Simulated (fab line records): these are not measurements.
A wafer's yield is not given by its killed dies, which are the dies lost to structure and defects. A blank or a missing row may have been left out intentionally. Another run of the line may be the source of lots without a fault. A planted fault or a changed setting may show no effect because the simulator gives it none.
Chamber matching / flow gf180mcu / 4 sister chambers for GF_CONTACT_CMP_27 on cmp-01
The step polishes, stops on SiO2, t overpolish 15 s, target thk 0 nm. 4 wafers are shown with their chamber, then 7 later ones without.

== WAFERS WITH THEIR CHAMBER ==
wafer=L817.6; chamber=1; motorCurrentA (A)=11.3
wafer=L832.5; chamber=3; motorCurrentA (A)=11.8
wafer=L833.1; chamber=2; motorCurrentA (A)=13.8
wafer=L833.2; chamber=0; motorCurrentA (A)=14.7

== WAFERS WITHOUT THEIR CHAMBER ==
wafer=L833.4; motorCurrentA (A)=11.9
wafer=L835.2; motorCurrentA (A)=13.9
wafer=L835.5; motorCurrentA (A)=11.1
wafer=L835.6; motorCurrentA (A)=14.9
wafer=L837.1; motorCurrentA (A)=15.6
wafer=L837.2; motorCurrentA (A)=12.0
wafer=L837.3; motorCurrentA (A)=13.2

== WHICH CHAMBER EACH WENT THROUGH ==
wafer=L833.4; from the rows above=can't be placed: 3 or 1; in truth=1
wafer=L835.2; from the rows above=can't be placed: 2 or 0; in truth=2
wafer=L835.5; from the rows above=can't be placed: 1 or 3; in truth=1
wafer=L835.6; from the rows above=0; in truth=0
wafer=L837.1; from the rows above=0; in truth=0
wafer=L837.2; from the rows above=can't be placed: 3 or 1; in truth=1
wafer=L837.3; from the rows above=can't be placed: 2 or 3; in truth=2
2 of 7 placed correctly. Not placeable from these rows: 5 (in 5, the candidates include the true chamber). Placed wrongly: 0.
How it was worked out, from the rows above alone: a wafer's distance from a chamber is the root of the sum, over the readings, of the square of ((its reading less the chamber's mean) divided by the reading's scatter). If the next closest chamber is less than 2 further off than the closest, the wafer can't be placed; otherwise it belongs to the closest. A chamber's mean is the mean of its shown wafers. The scatter (one wafer shown for each chamber): square how far every hidden wafer sits from the nearest shown wafer, average those squares and take the square root.
